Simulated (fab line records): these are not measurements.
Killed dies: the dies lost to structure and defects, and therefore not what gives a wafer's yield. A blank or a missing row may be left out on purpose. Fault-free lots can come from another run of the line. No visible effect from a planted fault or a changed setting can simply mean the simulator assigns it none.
Tool commonality check | flow gf180mcu | Lots sampled 12, wafers sampled 45

== WHAT PROMPTED THE OPENING ==
At GF_HV_LDD_TW_MEAS_50 the reading HV_LDD_4_TW is flagged on 3 of 12 lots. No-fault wafers: 573, standard deviation 6.
Rule: a lot is flagged when every wafer of it that has a number lies more than 4 standard deviations from that mean, or none has a number. The other lots count as sound.

lot  | measured     | on            | HV_LDD_4_TW, wafer by wafer | flag
L898 | day 12 15:03 | film metro-03 | 566 566 565                 |
L899 | day 13 00:31 | film metro-03 | 567 565 570                 |
L901 | day 13 13:04 | film metro-01 | 31 31 31 31 31 31           | FLAGGED
L902 | day 13 22:14 | film metro-03 | 30 30 30 30 30 30           | FLAGGED
L903 | day 14 07:52 | film metro-04 | 30 30 30 30 30 30           | FLAGGED
L904 | day 14 17:09 | film metro-01 | 582 580 582                 |
L908 | day 15 21:25 | film metro-04 | 575 567 572                 |
L912 | day 17 11:55 | film metro-04 | 573 571 572                 |
L913 | day 17 18:04 | film metro-04 | 571 572 571                 |
L914 | day 18 04:50 | film metro-01 | 579 577 578                 |
L916 | day 18 18:29 | film metro-01 | 576 580 581                 |
L919 | day 19 18:56 | film metro-03 | 562 561 563                 |
The mean of the flagged lots' numbers is 30, -543 from the usual (-90 standard deviations).

== TOOL THAT RAN EACH LOT ==
2 process steps preceding the reading are held in the record, out of 602 steps in the route. Each cell gives the tool, then ch followed by the chambers the sampled wafers passed through, then the start.
lot  | flag    | GF_HV_LDD_STRIP_37                   | GF_HV_LDD_STRIP_49
L898 |         | plasma asher-02 ch 0,1, day 11 20:00 | plasma asher-01 ch 0,1, day 12 14:57
L899 |         | plasma asher-04 ch 0,1, day 12 04:28 | plasma asher-04 ch 0,1, day 13 00:25
L901 | FLAGGED | plasma asher-04 ch 0,1, day 12 17:01 | plasma asher-04 ch 0,1, day 13 12:58
L902 | FLAGGED | plasma asher-02 ch 0,1, day 13 01:55 | plasma asher-04 ch 0,1, day 13 22:07
L903 | FLAGGED | plasma asher-01 ch 0,1, day 13 10:19 | plasma asher-01 ch 0,1, day 14 07:46
L904 |         | plasma asher-04 ch 0,1, day 13 19:09 | plasma asher-01 ch 0,1, day 14 17:03
L908 |         | plasma asher-02 ch 0,1, day 14 23:02 | plasma asher-04 ch 0,1, day 15 21:20
L912 |         | plasma asher-01 ch 0,1, day 16 12:13 | plasma asher-01 ch 0,1, day 17 11:49
L913 |         | plasma asher-04 ch 0,1, day 16 18:40 | plasma asher-04 ch 0, day 17 17:58
L914 |         | plasma asher-04 ch 0,1, day 17 05:02 | plasma asher-02 ch 0,1, day 18 04:44
L916 |         | plasma asher-01 ch 0,1, day 17 17:52 | plasma asher-02 ch 0,1, day 18 18:23
L919 |         | plasma asher-04 ch 0,1, day 18 17:50 | plasma asher-04 ch 0,1, day 19 18:50
What these steps do:
- GF_HV_LDD_STRIP_37: strips in O2/N2.
- GF_HV_LDD_STRIP_49: strips in O2/N2.
- GF_HV_LDD_TW_MEAS_50

== FLAGGED OVER TOTAL, TOOL BY TOOL (the gauges that took the reading come last) ==
step                 | tool            | lots run | flagged | share of the flagged lots | sound lots run after its first flagged lot
GF_HV_LDD_STRIP_37   | plasma asher-01 | 3        | 1       | some                      | 2 (L912,L916)
GF_HV_LDD_STRIP_37   | plasma asher-02 | 3        | 1       | some                      | 1 (L908)
GF_HV_LDD_STRIP_37   | plasma asher-04 | 6        | 1       | some                      | 4 (L904,L913,L914,L919)
GF_HV_LDD_STRIP_49   | plasma asher-01 | 4        | 1       | some                      | 2 (L904,L912)
GF_HV_LDD_STRIP_49   | plasma asher-02 | 2        | 0       | none                      | -
GF_HV_LDD_STRIP_49   | plasma asher-04 | 6        | 2       | some                      | 3 (L908,L913,L919)
GF_HV_LDD_TW_MEAS_50 | film metro-01   | 4        | 1       | some                      | 3 (L904,L914,L916)
GF_HV_LDD_TW_MEAS_50 | film metro-03   | 4        | 1       | some                      | 1 (L919)
GF_HV_LDD_TW_MEAS_50 | film metro-04   | 4        | 1       | some                      | 3 (L908,L912,L913)

== WHAT THE TABLE PERMITS ==
No row of the table ran every flagged lot.

== WHAT HAD BEEN PUT IN BY THE SIMULATOR ==
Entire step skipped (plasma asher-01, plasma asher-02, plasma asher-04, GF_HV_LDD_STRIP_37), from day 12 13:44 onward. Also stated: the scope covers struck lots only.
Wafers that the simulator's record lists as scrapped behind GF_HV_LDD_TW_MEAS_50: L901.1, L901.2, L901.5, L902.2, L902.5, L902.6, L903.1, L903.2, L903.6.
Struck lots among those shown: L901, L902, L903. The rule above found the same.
